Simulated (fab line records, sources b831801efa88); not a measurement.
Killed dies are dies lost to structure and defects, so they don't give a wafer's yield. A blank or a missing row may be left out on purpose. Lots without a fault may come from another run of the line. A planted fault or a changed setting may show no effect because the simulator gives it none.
A struck lot beside a sound one | flow sky130 | 15 steps out of a route of 708
Sound: wafers L436.2, L436.3, L436.6. Struck: wafer L445.3. (L445.5, L445.6 of the same lot were not struck and are left out.) The cause comes at the end.
At each step with rows: each side's tool, then ch and its chambers, then its first start. Under that, the readings that differ: sound wafers | struck wafers | difference of the means | sigmas: that difference in standard deviations of wafers without a fault.
alike: readings whose means differ by less than 2 such deviations, and words and numbers that are the same on both sides. not compared: withheld readings, readings that some wafer has no value for, bounds like >300 that may hide the same value, and numbers for which the record gives no deviation and whose values overlap.
The two part at a step that has a row with sigmas, a row that says differs or no value, or rows on one side only. Numbers that don't overlap but have no deviation are shown without sigmas and don't part them. A reading that every wafer of one side lacks parts them only if that side has two wafers or more.

SKY_VIA2_CMP_02: polishes SiO2.
  sound on cmp-02 ch 0,1,2, day 35 07:10; struck on cmp-01 ch 0, day 38 05:12
  reading             | sound         | struck | difference | sigmas
  motor_current_A (A) | 11.8 9.4 10.5 | 14.2   | +3.6       | +3
SKY_VIA2_BOW_MEAS_03:
  sound on film_metro-01, day 35 07:23; struck on film_metro-02, day 38 05:23
  alike: VIA2_BOW
then, 8 steps without rows for these wafers: SKY_VIA2_DEHYDRATE_04 (time 60 s); SKY_VIA2_HMDS_05 (prime time 60 s); SKY_VIA2_COAT_06 (resist thk 60 nm); SKY_VIA2_COAT_07 (resist thk 450 nm); SKY_VIA2_SOFTBAKE_08 (time 90 s); SKY_VIA2_EXPOSE_09 (exposes mask VIM2, target cd 200 nm); SKY_VIA2_PEB_10; SKY_VIA2_DEVELOP_11 (develop time 60 s).
SKY_VIA2_CD_MEAS_12: target cd 200 nm.
  sound on cd_sem-02, day 36 09:05; struck on cd_sem-01, day 39 06:19
  alike: cd_nm
SKY_VIA2_OVL_MEAS_13:
  sound on overlay-02, day 36 09:12; struck on overlay-02, day 39 06:24
  alike: VIA2_OVL
SKY_VIA2_ETCH_14: etches BARC in N2/H2, stops on SiO2, time 45.9 s, target depth 60 nm.
  sound on rie_diel-03 ch 1,2, day 36 09:14; struck on rie_diel-02 ch 2, day 39 06:26
  reading                                     | sound             | struck | difference | sigmas
  oes_product_au (a.u.)                       | 0.859 0.856 0.863 | 0.981  | +0.122     | +25
  run_length_s (s)                            | 73.8 74.4 73.9    | 67.5   | -6.5       | -13
  model.KrF-thick_of_VIA2_COAT_07.thk_nm (nm) | 394.9 392.6 394.3 | 399.2  | +5.3       |
  alike: drypump_motor_current_A, throttle_valve_pct
  not compared: rf_hours_counter_h
SKY_VIA2_ETCH_15: etches SiO2 in C4F8/O2/Ar, stops on TiN, target depth 546 nm, time 84 s.
  sound on rie_diel-03 ch 1,2, day 36 09:16; struck on rie_diel-02 ch 2, day 39 06:28
  reading                                     | sound             | struck | difference | sigmas
  model.KrF-thick_of_VIA2_COAT_07.thk_nm (nm) | 288.9 282.2 288.9 | 292    | +5         |
  alike: oes_product_au, run_length_s
  not compared: rf_hours_counter_h
SKY_VIA2_STRIP_16: strips in O2/N2.
  sound on plasma_asher-01 ch 0,1, day 36 09:20; struck on plasma_asher-02 ch 0, day 39 06:34
  alike: drypump_motor_current_A, o2_flow_sccm, oes_product_au, strip_time_to_endpoint_s
  not compared: rf_hours_counter_h

WHERE THEY PART
First at SKY_VIA2_CMP_02; last, within this record, at SKY_VIA2_ETCH_14. Later steps at which nothing parts them and some readings are alike: SKY_VIA2_ETCH_15, SKY_VIA2_STRIP_16.

WHY: what the simulator had put in
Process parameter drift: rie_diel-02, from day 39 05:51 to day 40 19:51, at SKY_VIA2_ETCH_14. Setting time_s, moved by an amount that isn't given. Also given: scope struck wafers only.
